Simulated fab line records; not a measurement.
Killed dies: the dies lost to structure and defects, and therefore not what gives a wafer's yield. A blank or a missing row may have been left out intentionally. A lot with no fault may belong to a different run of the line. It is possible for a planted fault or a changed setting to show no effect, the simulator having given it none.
2 desks looking at one fault || flow gf180mcu || numbers are kept per desk, each desk with only its own; the story behind them comes last

DESK OF THE TOOL OWNER: implanter-03
The tool's own readings at GF_MVPSD_IMPLANT_09, given as means over the sampled wafers that have a number, one for each lot that went through this tool. Marked OUT: a lot whose mean sits more than 4 standard deviations from the usual mean, which makes it out of limits; the brackets give that distance.
Columns: A = beamEnergyKeV at GF_MVPSD_IMPLANT_09, usual 40.002; B = faradayCurrentUA at GF_MVPSD_IMPLANT_09, usual 28.2; C = tiltDeg at GF_MVPSD_IMPLANT_09, usual -0.001 degrees
{"lot": "L972", "first seen here": "day 5 21:43", "A": 40.005, "B": 28.2, "C": -0.005}
{"lot": "L974", "first seen here": "day 6 08:37", "A": 40.005, "B": 28.5, "C": 0.015}
{"lot": "L976", "first seen here": "day 6 18:22", "A": 39.989, "B": 28.5, "C": -0.005}
{"lot": "L983", "first seen here": "day 8 14:40", "A": 40.011, "B": 27.9, "C": "13.165 (+99 or more) OUT"}
{"lot": "L986", "first seen here": "day 9 07:12", "A": 39.986, "B": 27.6, "C": "13.139 (+99 or more) OUT"}
Finding of this desk: L983, L986 out of limits; the first was L983 at day 8 14:40, on tiltDeg at GF_MVPSD_IMPLANT_09. L972, L974, L976: within limits.

FROM THE METROLOGY DESK
What the gauges read for every lot (on any tool): the sampled wafers with a number, averaged. Marked OUT: a lot whose mean sits more than 4 standard deviations from the usual mean, which makes it out of limits; the brackets give that distance.
Columns: A = MVPSD_TW at GF_MVPSD_TW_MEAS_11, usual 556; B = VT_IMPLANT_OVL at GF_VT_IMPLANT_OVL_MEAS_07, usual 0.6 nm; C = MVPSD_RS at GF_VT_IMPLANT_RS_MEAS_49, usual 1168.2 ohm/sq; D = SALICIDE_TIN_THK at GF_SALICIDE_THK_MEAS_05, usual 19.9 nm
{"lot": "L972", "first seen here": "day 5 21:57", "A": 559, "B": 0.4, "C": 1166.0, "D": 19.6}
{"lot": "L973", "first seen here": "day 6 01:35", "A": 557, "B": -1.1, "C": 1170.2, "D": 19.8}
{"lot": "L974", "first seen here": "day 6 08:52", "A": 555, "B": 1.1, "C": 1164.5, "D": 19.7}
{"lot": "L976", "first seen here": "day 6 18:37", "A": 554, "B": 2.8, "C": 1172.3, "D": 19.6}
{"lot": "L977", "first seen here": "day 7 02:53", "A": 560, "B": -0.7, "C": 1171.4, "D": 20.3}
{"lot": "L979", "first seen here": "day 7 15:04", "A": 564, "B": 0.7, "C": 1165.2, "D": 20.3}
{"lot": "L981", "first seen here": "day 8 02:55", "A": 560, "B": 0.6, "C": 1168.2, "D": 20.0}
{"lot": "L983", "first seen here": "day 8 14:55", "A": 565, "B": 0.2, "C": "-", "D": 19.7}
{"lot": "L986", "first seen here": "day 9 07:26", "A": 570, "B": -0.2, "C": "-", "D": 20.1}
{"lot": "L989", "first seen here": "day 10 02:38", "A": 556, "B": 1.8, "C": 1165.8, "D": 20.0}
{"lot": "L990", "first seen here": "day 10 08:07", "A": 564, "B": 0.5, "C": 1167.7, "D": 19.7}
{"lot": "L991", "first seen here": "day 10 16:02", "A": 557, "B": 0.9, "C": 1166.6, "D": 20.3}
This desk's verdict: no lot among the 12 shows anything out of limits.

TAKEN TOGETHER
At day 8 14:40, on L983, L986, the tool owner's desk was in a position to raise an alarm.
At the metrology desk, nothing out of limits was observed.
The metrology desk has L983, L986 on record, within its limits.
All the named lots went through GF_MVPSD_IMPLANT_09 on implanter-03.

WHAT THE SIMULATOR HAD PUT IN
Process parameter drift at GF_MVPSD_IMPLANT_09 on implanter-03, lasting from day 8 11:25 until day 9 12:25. A move of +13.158 in setting tiltDeg, from 0. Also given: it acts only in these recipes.
Lots struck among those shown: L983, L986.
Each desk's first reading out of limits, in hours after the fault started: the tool owner's desk, 3.
